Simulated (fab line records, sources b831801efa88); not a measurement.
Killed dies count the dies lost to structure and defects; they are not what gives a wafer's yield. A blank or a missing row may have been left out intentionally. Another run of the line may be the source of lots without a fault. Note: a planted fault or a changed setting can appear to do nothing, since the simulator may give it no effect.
Comparing a struck lot with a sound one -- flow sky130 -- 16 steps out of a route of 708
Sound: the wafers L759.1, L759.2, L759.4. Struck: wafer L747.5. (L747.2, L747.4 of the same lot were not struck and are left out.) The cause comes at the end.
For every step that has rows: the tool of each side, followed by ch and its chambers, followed by its first start. Under that, the readings that differ: sound wafers -- struck wafers -- difference of the means -- sigmas: that difference in standard deviations of wafers without a fault.
alike: a reading whose means differ by less than 2 such deviations, as well as words and numbers matching on both sides. not compared: withheld readings; readings where some wafer has no value; bounds like >300 that might hide an equal value; numbers whose values overlap and for which the record gives no deviation.
A row with sigmas, a row that says differs or no value, or rows on one side alone: a step with any of these is where the two part. Numbers that have no deviation but don't overlap get no sigmas and don't part them. A reading that every wafer of one side lacks parts them only if that side has two wafers or more.

first, 4 steps without rows for these wafers: SKY_LDD_N_IMPLANT_12; SKY_LDD_N_IMPLANT_13; SKY_LDD_N_IMPLANT_14; SKY_LDD_N_IMPLANT_15.
SKY_LDD_N_STRIP_16: strips in O2/N2.
  sound on plasma-asher-01 ch 0,1, day 23 20:46; struck on plasma-asher-01 ch 1, day 19 14:41
  alike: chamber-pressure-mTorr, drypump-motor-current-A, oes-product-au, strip-time-to-endpoint-s
  not compared: rf-hours-counter-h
SKY_LDD_N_TW_MEAS_17:
  sound on film-metro-01 at day 23 20:52; struck on film-metro-03 at day 19 14:47
  alike: LDD_N_TW
then, 6 steps without rows for these wafers: SKY_LDD_P_DEHYDRATE_00 (time 60 s); SKY_LDD_P_HMDS_01 (prime time 60 s); SKY_LDD_P_COAT_02 (resist thk 1140 nm); SKY_LDD_P_SOFTBAKE_03 (time 60 s); SKY_LDD_P_EXPOSE_04 (exposes mask PSDM, target cd 380 nm); SKY_LDD_P_PEB_05.
SKY_LDD_P_DEVELOP_06: develop time 60 s.
  sound on litho-track-04 ch 0, day 25 01:15; struck on litho-track-03 ch 0, day 20 22:06
  alike: chill-plate-temp-C
SKY_LDD_P_CD_MEAS_07 targets a cd of 380 nm.
  sound on cd-sem-02 at day 25 01:24; struck on cd-sem-01 at day 20 22:15
reading,sound,struck,difference,sigmas
cd-nm (nm),379.5 381.9 377.0,407.6,+28.1,+10
SKY_LDD_P_OVL_MEAS_08:
  sound on overlay-01 at day 25 01:31; struck on overlay-02 at day 20 22:21
  alike: LDD_P_OVL
-- here the record skips 26 days between the struck wafers' starts before and after, leaving off in module LDD_P and picking up in module PAD_OPEN (first step shown: number 708 of the route) --
SKY_PAD_OPEN_PROBE_99:
  only the struck wafers here have rows in the record (prober-02, day 47 05:19); the sound ones have none

WHERE THEY PART
Earliest at SKY_LDD_P_CD_MEAS_07; latest, in this record, at SKY_PAD_OPEN_PROBE_99.

WHY: whatever the simulator had introduced
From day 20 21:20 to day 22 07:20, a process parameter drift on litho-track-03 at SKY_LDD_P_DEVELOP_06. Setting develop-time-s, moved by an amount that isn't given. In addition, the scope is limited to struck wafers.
